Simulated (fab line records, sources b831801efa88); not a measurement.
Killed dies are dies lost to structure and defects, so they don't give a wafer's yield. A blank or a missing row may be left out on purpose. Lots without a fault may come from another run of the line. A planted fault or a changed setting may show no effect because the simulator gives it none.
fab line records | flow sky130
record lots=14 wafers=42 last_day=50
route steps=708 shown VIA1@474 PAD_OPEN@708
lots that met no fault: from a run of the same line without faults
start_h: hours from the record's first day to the start of the lot's first wafer shown | wait_h: hours since the lot's step before | " the same as in the row above | L1.1+2: a row that stands for several wafers | - no value, or no start given | * or withheld: withheld | < > ~ a bound
route shown NAME@n: a module of which the file shows steps, and the number in the route of the first | usual: mean/standard deviation of fault-free wafers | same: alike in all rows | chamber/n: place in a boat | sites: the reading at each site | _std_site: their standard deviation | _edge_site: outer sites' mean less inner sites' | radius_mm: how far each site lies from the wafer's centre | mask NAME#n: copy n | behind: the tool/chamber that last shaped the wafer | hold: why the lot was held/for how many hours/how that ended | device: the transistor (n, p or np) that didn't switch | end of line: the same wafers' tests at the end of the route | a step without rows: its recipe alone | killed: dies lost to structure and defects at the first sort, not the wafer's yield | map: a wafer's dies, x killed, . not, _ none there
set.NAME: the setting as run; set.NAME@STEP: as run at that earlier step | model.NAME: the simulator's own value behind a step, which no gauge read
steps of the route over a sample of lots; a table a step, a row a wafer
services: from which hour (start_h, from the record's first day; less than 0 if before it) a tool's chamber was out of use, for how many hours, and why
## steps
# step SKY_VIA1_STRIP_16
# recipe chemistry=O2/N2 power_w=1400 pressure_mtorr=1500 platen_temp_c=withheld o2_flow_sccm=3000 n2_flow_sccm=300 overash_fraction=0.5
# usual drypump_motor_current_A=5.9/0.37 o2_flow_sccm=3000/9 oes_product_au=0.415/0.0052 strip_time_to_endpoint_s=4.462/0.028
# columns lot.wafer tool chamber start_h wait_h drypump_motor_current_A o2_flow_sccm oes_product_au rf_hours_counter_h strip_time_to_endpoint_s
L694.1 plasma_asher-04 0 784.76 0.0 6.6 3000 0.416 98 4.420
L694.4 " 0 " " 6.6 2997 0.419 - 4.411
L694.6 " 0 " " 6.6 3001 0.418 - 4.450
L695.1 plasma_asher-02 0 793.91 0.0 5.9 2993 0.412 66 4.483
L695.3 " 1 " " 5.5 2988 0.415 - 4.463
L695.4 " 0 " " 6.0 2992 0.409 - 4.448
L696.2 plasma_asher-02 0 812.83 0.0 5.9 3003 0.411 68 4.479
L696.5 " 0 " " 5.9 2993 0.418 - 4.463
L696.6 " 1 " " 5.5 2993 0.413 - 4.455
L698.1 plasma_asher-04 1 825.51 0.0 5.8 3000 0.420 102 4.455
L698.3 " 0 " " 6.6 2990 0.420 - 4.436
L698.5 " 0 " " 6.6 2990 0.414 - 4.478
L699.2 plasma_asher-02 1 828.41 0.0 5.5 2988 0.410 69 4.437
L699.3 " 0 " " 5.9 2991 0.423 - 4.466
L699.4 " 1 " " 5.5 2996 0.412 - 4.434
L702.2 plasma_asher-03 0 853.69 0.0 6.3 3000 0.417 11 4.435
L702.4 " 1 " " 5.7 2997 0.428 - 4.474
L702.6 " 1 " " 5.7 3012 0.407 - 4.427
L704.1 plasma_asher-02 1 870.83 0.0 5.5 3006 0.400 74 4.424
L704.2 " 0 " " 5.9 2994 0.421 74 4.429
L704.5 " 0 " " 5.9 3003 0.412 - 4.381
L707.1 plasma_asher-02 1 889.38 0.0 5.5 3004 0.421 76 4.478
L707.2 " 0 " " 6.0 3010 0.407 76 4.490
L707.4 " 1 " " 5.5 2998 0.413 - 4.462
L706.2 plasma_asher-02 0 889.99 0.0 5.9 2997 0.416 76 4.463
L706.3 " 0 " " 5.9 3001 0.415 - 4.499
L706.5 " 1 " " 5.5 2983 0.414 - 4.481
L710.2 plasma_asher-04 0 910.84 0.0 6.6 2986 0.422 111 4.487
L710.4 " 0 " " 6.6 2997 0.418 - 4.465
L710.5 " 0 " " 6.6 2982 0.417 - 4.493
L711.1 plasma_asher-03 1 917.53 0.0 5.7 3009 0.407 17 4.467
L711.3 " 0 " " 6.3 2979 0.418 - 4.455
L711.6 " 0 " " 6.3 3001 0.419 - 4.481
L712.1 plasma_asher-03 1 918.41 0.0 5.7 2994 0.414 17 4.440
L712.2 " 0 " " 6.3 3001 0.417 17 4.473
L712.4 " 1 " " 5.7 3005 0.420 - 4.451
L713.1 plasma_asher-04 0 934.29 0.0 6.6 2999 0.418 113 4.492
L713.2 " 1 " " 5.8 3016 0.410 113 4.470
L713.5 " 1 " " 5.8 3009 0.416 - 4.479
L717.1 plasma_asher-02 1 974.06 0.0 5.5 3005 0.418 83 4.510
L717.2 " 0 " " 5.9 2989 0.414 83 4.499
L717.4 " 1 " " 5.5 3000 0.421 - 4.477
# step SKY_PAD_OPEN_PROBE_99
# usual defect_limited_yield=82.4/1.9 killed_at_M0_to_M3=44/7.2 killed_at_M4_up=3.4/2.1 killed_at_contacts=24/5.5 killed_at_front_end=15/4.6 killed_at_other=0.4/0.64 killed_dies=86/9.1 killed_on_rim=17/3.8 killed_open=47/7.5 killed_short=39/5.8 sort_bin_3_pad_short=0.9/0.41 sort_bin_5_function=10.4/1.5 sort_bin_6_memory=6.3/1.2 sort_n_pass=406/9.1 sort_yield_pct=82.4/1.9
# same gross_dies=492 killed_at_back_side=0 sort_bin_4_leakage[%]=0 sort_bin_8_speed[%]=0
# columns lot.wafer tool chamber start_h wait_h defect_limited_yield[%] killed_at_M0_to_M3 killed_at_M4_up killed_at_contacts killed_at_front_end killed_at_other killed_dies killed_on_rim killed_open killed_short sort_bin_3_pad_short[%] sort_bin_5_function[%] sort_bin_6_memory[%] sort_n_pass sort_yield_pct[%]
L696.2 prober-01 - 1089.73 0.1 82.9 43 5 24 12 0 84 11 49 35 0.8 10.8 5.5 408 82.9
L696.5 prober-01 - 1089.88 0.2 84.6 35 5 23 13 0 76 15 37 39 1.0 8.9 5.5 416 84.6
L696.6 prober-01 - 1089.93 0.2 80.7 49 4 29 13 0 95 16 53 42 0.8 11.8 6.7 397 80.7
L704.1 prober-01 - 1135.86 0.1 82.3 45 6 26 9 1 87 10 42 45 0.6 8.1 8.9 405 82.3
L704.2 prober-01 - 1135.91 0.1 82.7 46 4 18 17 0 85 16 49 36 1.0 11.4 4.9 407 82.7
L704.5 prober-01 - 1136.06 0.2 83.7 38 7 28 7 0 80 17 42 38 1.0 10.8 4.5 412 83.7
L707.1 prober-01 - 1148.51 0.1 76.0 74 1 24 18 1 118 25 49 42 2.2 14.0 7.7 374 76.0
L707.2 prober-01 - 1148.56 0.1 70.5 105 5 25 10 0 145 18 46 38 4.7 18.1 6.7 347 70.5
L707.4 prober-01 - 1148.66 0.2 75.6 71 4 28 15 2 120 18 54 36 2.4 14.6 7.3 372 75.6
L706.2 prober-02 - 1150.86 0.1 72.0 96 2 22 18 0 138 13 43 36 4.3 18.7 5.1 354 72.0
L706.3 prober-02 - 1150.91 0.2 70.5 106 3 20 16 0 145 23 54 30 4.7 17.3 7.5 347 70.5
L706.5 prober-02 - 1151.01 0.2 75.4 85 1 20 15 0 121 33 58 30 2.0 14.0 8.5 371 75.4
# killed by level:class
L696.2 VIA1:geometric_particle:open=14 VIA3:geometric_particle:open=8 CONTACT:geometric_particle:open=6 VIA2:geometric_particle:open=6 VIA1:geometric_particle:short=5 METAL4:geometric_particle:short=5 VIA3:geometric_particle:short=5 FIELD_ISO:geometric_particle:open=4
L696.5 CONTACT:geometric_particle:open=9 VIA1:geometric_particle:open=8 METAL1:geometric_particle:short=8 VIA3:geometric_particle:open=6 POLY_GATE:geometric_particle:short=5 LI_CONTACT:geometric_particle:open=5 METAL2:geometric_particle:short=5 LOCAL_INTERCONNECT:geometric_particle:short=4
L696.6 VIA3:geometric_particle:open=12 LI_CONTACT:geometric_particle:open=11 CONTACT:geometric_particle:open=8 VIA1:geometric_particle:open=8 LOCAL_INTERCONNECT:geometric_particle:short=6 VIA1:geometric_particle:short=6 VIA2:geometric_particle:open=6 FIELD_ISO:geometric_particle:short=4
L704.1 VIA1:geometric_particle:open=13 CONTACT:geometric_particle:open=11 METAL1:geometric_particle:short=6 VIA3:geometric_particle:short=6 CONTACT:geometric_particle:short=5 LOCAL_INTERCONNECT:geometric_particle:short=4 VIA2:geometric_particle:open=4 METAL4:geometric_particle:short=4
L704.2 VIA1:geometric_particle:open=11 VIA3:geometric_particle:short=7 VIA3:geometric_particle:open=6 CONTACT:geometric_particle:open=6 METAL2:geometric_particle:short=6 LI_CONTACT:geometric_particle:open=5 POLY_GATE:geometric_particle:open=4 POLY_GATE:geometric_particle:short=4
L704.5 CONTACT:geometric_particle:open=11 VIA1:geometric_particle:open=7 METAL3:geometric_particle:short=6 LI_CONTACT:geometric_particle:open=6 CONTACT:geometric_particle:short=6 VIA3:geometric_particle:open=6 METAL2:geometric_particle:short=5 VIA2:geometric_particle:open=5
L707.1 VIA1:unspecified=26 VIA1:geometric_particle:open=12 CONTACT:geometric_particle:open=9 POLY_GATE:geometric_particle:short=6 VIA1:geometric_particle:short=6 METAL1:geometric_particle:short=6 VIA3:geometric_particle:open=6 LI_CONTACT:geometric_particle:open=5
L707.2 VIA1:unspecified=61 CONTACT:geometric_particle:open=11 VIA1:geometric_particle:open=10 VIA2:geometric_particle:open=7 LI_CONTACT:geometric_particle:open=5 METAL2:geometric_particle:short=4 CONTACT:geometric_particle:short=4 METAL1:geometric_particle:short=4
L707.4 VIA1:unspecified=28 CONTACT:geometric_particle:open=9 VIA1:geometric_particle:open=9 VIA2:geometric_particle:open=9 VIA3:geometric_particle:open=8 LI_CONTACT:geometric_particle:open=7 POLY_GATE:geometric_particle:open=6 METAL2:geometric_particle:short=6
L706.2 VIA1:unspecified=59 CONTACT:geometric_particle:open=10 VIA1:geometric_particle:open=8 FIELD_ISO:geometric_particle:short=7 VIA3:geometric_particle:open=7 FIELD_ISO:geometric_particle:open=4 POLY_GATE:geometric_particle:open=4 LI_CONTACT:geometric_particle:open=4
L706.3 VIA1:unspecified=61 VIA1:geometric_particle:open=14 VIA2:geometric_particle:open=8 POLY_GATE:geometric_particle:open=6 LOCAL_INTERCONNECT:geometric_particle:short=6 CONTACT:geometric_particle:open=6 METAL2:geometric_particle:short=5 VIA1:geometric_particle:short=4
L706.5 VIA1:unspecified=33 VIA1:geometric_particle:open=14 VIA2:geometric_particle:open=11 CONTACT:geometric_particle:open=7 VIA3:geometric_particle:open=7 LI_CONTACT:geometric_particle:open=6 FIELD_ISO:geometric_particle:open=5 METAL1:geometric_particle:short=5
## services
# columns tool chamber start_h hours kind
plasma_asher-02 - 899.08 2.8 pm
plasma_asher-03 - 906.39 8.2 repair
plasma_asher-04 - 917.98 1.3 repair
plasma_asher-02 - 923.64 3.9 repair
plasma_asher-02 - 963.21 4.3 repair
## key
first_sign step=SKY_PAD_OPEN_PROBE_99 reading=killed_at_M0_to_M3 direction=up sigmas=6.4 usual=44 struck=90
effect step=SKY_PAD_OPEN_PROBE_99 reading=sort_bin_3_pad_short direction=up sigmas=6.1 usual=0.9 struck=3.4
met_at SKY_VIA1_STRIP_16
struck_lots L706,L707
onset_between 870.83 889.38
fault kind=chamber_particle_source tool=plasma_asher-02 chamber=- onset_h=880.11 steps=SKY_VIA1_STRIP_16 rate_per_visit_cm2=1.4053 end_h=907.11
